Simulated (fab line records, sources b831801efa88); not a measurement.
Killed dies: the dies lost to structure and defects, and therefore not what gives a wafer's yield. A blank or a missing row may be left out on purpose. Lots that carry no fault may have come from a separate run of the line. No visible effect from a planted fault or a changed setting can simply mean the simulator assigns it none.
Problem report in the 8D (eight disciplines) form, filled by code :: flow gf180mcu :: the parts of the form that need people (team, actions taken, sign-off) are left out

## 1. WHAT IS WRONG
At GF_HV_LDD_STRIP_37, strip time to endpoint s averages 11.70 s over 6 wafers from 2 lots, while fault-free wafers read 12.64 s, standard deviation 0.04. Measured from the usual mean, that is -24 standard deviations.
The step: strips in O2/N2.
Earliest sighting: wafer L651.1 on plasma asher-04 at day 14 16:02. Wafers with a number at this step in the record: 36, from 12 lots. By rule, "out" or "out of limits" means more than 4 standard deviations away from the usual mean. Any other wafer with a number is counted as sound.

## 2. WHAT IT IS, AND WHAT IT ISN'T
question: which readings at this step
is: strip time to endpoint s
is not: drypump motor current A, heater power w, oes product au

question: which lots
is: L650, L651
is not: L642, L646, L647, L648, L649, L658, L660, L661, L662, L663

question: which wafers of those lots
is: all that have a number
is not: -

question: read on which tools
is: plasma asher-03, plasma asher-04
is not: plasma asher-01

question: when
is: from day 14 16:02
is not: up to then (15 sound wafers); but 15 sound wafers of L658, L660, L661, L662, L663 came after

## 3. WHAT RULES OUT EACH SUSPECT
Counting: a tool at any process step up to the reading remains a suspect when it ran all the lots that are out and ran no sound lot after the first of those.
- litho track-02 at GF_HV_LDD_COAT_26 (resist thk 1000 nm): ruled out as a lasting fault. The sound lots L660 went through it after L651, its earliest lot that is out (day 14 04:40).
Left after counting: nothing in the record.

## 4. THE CAUSE (what the simulator had put in)
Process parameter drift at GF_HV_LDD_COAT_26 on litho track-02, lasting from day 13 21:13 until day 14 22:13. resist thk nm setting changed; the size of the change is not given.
It was ruled out by counting, in error; the rule expects a fault to strike all lots run on its tool from its start on, and this fault did not.

## 5. SEQUENCE OF EFFECTS, ordered by route
Rows list readings where the struck wafers' mean (over those with a number) sits beyond 3 standard deviations from the usual. Only readings whose record carries a usual standard deviation are examined. hours: median over the lots of the time between each lot's start at the first step of this table that gives one and its start at this step. sigmas: the change, counted in usual standard deviations.
hours: 0
step: GF_HV_LDD_STRIP_37
reading: strip time to endpoint s
usual: 12.64 s
on struck wafers: 11.70
change: -0.94
sigmas: -24
Process steps it contains:
- GF_HV_LDD_STRIP_37: strips in O2/N2.
At these later measuring or inspecting steps, every struck wafer for which the step has a row has a number for every such reading, and none has moved that far: GF_HV_LDD_THK_MEAS_55, GF_PSD_OVL_MEAS_08.

## 6. WHAT WOULD HAVE CAUGHT IT SOONER
19 hours passed between the start of the fault at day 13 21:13 and the first reading out of limits in this record, taken at day 14 16:02.
